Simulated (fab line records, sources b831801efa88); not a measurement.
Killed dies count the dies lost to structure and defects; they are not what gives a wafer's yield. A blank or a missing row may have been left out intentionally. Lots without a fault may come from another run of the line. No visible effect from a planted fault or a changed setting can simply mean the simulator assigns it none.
A single fault, viewed from 2 desks || flow gf180mcu || numbers are kept per desk, each desk with only its own; the story behind them comes last

DESK OF THE TOOL OWNER: implanter-03
The tool's own readings at GF_MVSD_IMPLANT_08: means of the sampled wafers that have a number, for each lot that ran on this tool. A lot is out of limits, marked OUT, if its mean lies more than 4 standard deviations from the usual mean; the brackets give that distance.
Columns: A = beam on s at GF_MVSD_IMPLANT_08, usual 10.00 s; B = faraday current uA at GF_MVSD_IMPLANT_08, usual 90.2
{"lot": "L938", "first seen here": "day 4 11:22", "A": 9.85, "B": 91.5}
{"lot": "L941", "first seen here": "day 5 03:55", "A": 9.77, "B": 92.6}
{"lot": "L942", "first seen here": "day 5 08:52", "A": 10.09, "B": 89.2}
{"lot": "L944", "first seen here": "day 5 21:23", "A": 9.95, "B": 90.6}
{"lot": "L949", "first seen here": "day 7 03:46", "A": "12.42 (+12) OUT", "B": "74.9 (-8.0) OUT"}
This desk's finding: out of limits on L949; first on L949, day 7 03:46 (beam on s at GF_MVSD_IMPLANT_08). L938, L941, L942, L944: within limits.

AT THE METROLOGY DESK
Means of the sampled wafers that have a number, per lot and without regard to the tool the lot ran on: this is what the gauges read. A lot is out of limits, marked OUT, if its mean lies more than 4 standard deviations from the usual mean; the brackets give that distance.
Columns: A = MVSD_TW at GF_MVSD_TW_MEAS_11, usual 1576; B = MVPSD_OVL at GF_MVPSD_OVL_MEAS_07, usual -1.7 nm; C = VT_IMPLANT_03_OVL at GF_VT_IMPLANT_OVL_MEAS_40, usual -0.6 nm; D = MVSD_RS at GF_VT_IMPLANT_RS_MEAS_46, usual 456.5 ohm/sq
{"lot": "L938", "first seen here": "day 4 11:46", "A": 1591, "B": -2.0, "C": 0.2, "D": 457.8}
{"lot": "L939", "first seen here": "day 4 15:27", "A": 1562, "B": -2.8, "C": -1.7, "D": 456.1}
{"lot": "L940", "first seen here": "day 4 23:24", "A": 1594, "B": -1.6, "C": -1.2, "D": 455.8}
{"lot": "L941", "first seen here": "day 5 04:18", "A": 1593, "B": -1.8, "C": -1.1, "D": 455.6}
{"lot": "L942", "first seen here": "day 5 09:14", "A": 1592, "B": -2.5, "C": -1.1, "D": 456.1}
{"lot": "L943", "first seen here": "day 5 15:22", "A": 1589, "B": -1.5, "C": 0.7, "D": 456.3}
{"lot": "L944", "first seen here": "day 5 21:47", "A": 1565, "B": 0.9, "C": 1.2, "D": 456.4}
{"lot": "L945", "first seen here": "day 6 03:27", "A": 1574, "B": -0.7, "C": -2.9, "D": 455.2}
{"lot": "L949", "first seen here": "day 7 04:09", "A": "1647 (+6.5) OUT", "B": -1.9, "C": 0.5, "D": "419.6 (-37) OUT"}
{"lot": "L954", "first seen here": "day 8 07:29", "A": 1581, "B": -0.5, "C": 2.0, "D": 456.5}
{"lot": "L955", "first seen here": "day 8 12:22", "A": 1576, "B": -0.5, "C": 1.5, "D": 455.6}
{"lot": "L957", "first seen here": "day 9 02:34", "A": 1568, "B": -3.8, "C": -1.2, "D": 457.9}
This desk's finding: out of limits on L949; first on L949, day 7 04:09 (MVSD_TW at GF_MVSD_TW_MEAS_11). L938, L939, L940, L941, L942, L943, L944, L945, L954, L955, L957: within limits.

BROUGHT TOGETHER
The tool owner's desk could have raised an alarm at day 7 03:46, on L949.
The metrology desk could have raised an alarm at day 7 04:09, on L949.
Of the lots named, all ran GF_MVSD_IMPLANT_08 on implanter-03.

WHAT THE SIMULATOR HAD INSERTED
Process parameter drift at GF_MVSD_IMPLANT_08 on implanter-03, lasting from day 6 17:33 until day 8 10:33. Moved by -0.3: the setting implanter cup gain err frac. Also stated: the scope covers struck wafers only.
Struck lots among those shown: L949.
Time in hours from fault onset to the first out-of-limits reading at each desk: tool owner's desk 10, metrology desk 11.
